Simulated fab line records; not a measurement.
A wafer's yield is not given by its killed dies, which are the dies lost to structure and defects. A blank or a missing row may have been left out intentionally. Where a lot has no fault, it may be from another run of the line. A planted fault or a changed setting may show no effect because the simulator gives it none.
Matching of chambers + flow sky130 + 4 sister chambers for SKY_VIA3_CMP_24 on cmp-02
The step polishes, stops on SiO2, t overpolish 20 s, target thk 0 nm. 14 wafers are shown with their chamber, then 7 later ones without.

WAFERS PAIRED WITH THEIR CHAMBERS
| wafer  | chamber | time_to_endpoint_s (s) | motor_current_A (A) | overpolish_run_s (s) |
|--------|---------|------------------------|---------------------|----------------------|
| L141.2 | 0       | 99                     | 10.4                | 19.988               |
| L141.3 | 1       | 91                     | 11.8                | 20.001               |
| L141.6 | 2       | 93                     | 10.8                | 19.988               |
| L143.1 | 3       | 97                     | 11.4                | 20.000               |
| L143.4 | 2       | 91                     | 10.3                | 19.995               |
| L143.5 | 3       | 94                     | 11.2                | 19.993               |
| L145.3 | 2       | 94                     | 11.2                | 19.993               |
| L145.4 | 1       | 91                     | 11.7                | 20.001               |
| L145.5 | 1       | 92                     | 11.0                | 20.000               |
| L151.1 | 2       | 91                     | 11.1                | 20.001               |
| L151.2 | 3       | 99                     | 10.9                | 19.988               |
| L151.3 | 0       | 97                     | 9.9                 | 19.996               |
| L153.3 | 3       | 93                     | 11.2                | 19.999               |
| L153.4 | 2       | 88                     | 10.4                | 20.014               |

SIGNATURES, as means of the wafers listed above
| reading            | chamber 0 | chamber 1 | chamber 2 | chamber 3 | scatter within a chamber |
|--------------------|-----------|-----------|-----------|-----------|--------------------------|
| time_to_endpoint_s | 98.00     | 91.33     | 91.40     | 95.75     | 2.16                     |
| motor_current_A    | 10.150    | 11.500    | 10.760    | 11.175    | 0.358                    |
| overpolish_run_s   | 19.99200  | 20.00067  | 19.99820  | 19.99500  | 0.00725                  |
Rule: a wafer's distance from a chamber is the root of the sum, over the readings, of the square of ((its reading less the chamber's mean) divided by the reading's scatter). The wafer belongs to the nearest chamber; if the next one is less than 2 further off, it can't be placed. How the scatter is found: for the shown wafers, subtract from each reading the mean of its chamber, square and add these, divide the total by (wafers less chambers), then take the root.

WAFERS WITH NO CHAMBER GIVEN
| wafer  | time_to_endpoint_s (s) | motor_current_A (A) | overpolish_run_s (s) |
|--------|------------------------|---------------------|----------------------|
| L153.6 | 89                     | 10.0                | 20.004               |
| L157.3 | 87                     | 10.6                | 20.013               |
| L157.5 | 93                     | 10.3                | 20.007               |
| L157.6 | 94                     | 10.6                | 20.001               |
| L163.1 | 98                     | 11.2                | 20.005               |
| L163.2 | 101                    | 9.8                 | 19.990               |
| L163.4 | 95                     | 9.9                 | 19.995               |

CHAMBER TAKEN BY EACH
| wafer  | from the rows above               | in truth |
|--------|-----------------------------------|----------|
| L153.6 | can't be placed: 2 or 1 or 0      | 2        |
| L157.3 | can't be placed: 2 or 1           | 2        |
| L157.5 | can't be placed: 2 or 0 or 3 or 1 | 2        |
| L157.6 | can't be placed: 2 or 3 or 0 or 1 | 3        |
| L163.1 | can't be placed: 3 or 1 or 2 or 0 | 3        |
| L163.2 | 0                                 | 0        |
| L163.4 | can't be placed: 0 or 2 or 3      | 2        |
Correct placement for 1 of the 7. Can't be placed from these rows: 6 (the true chamber is among the candidates in 6). Wrongly placed: 0.
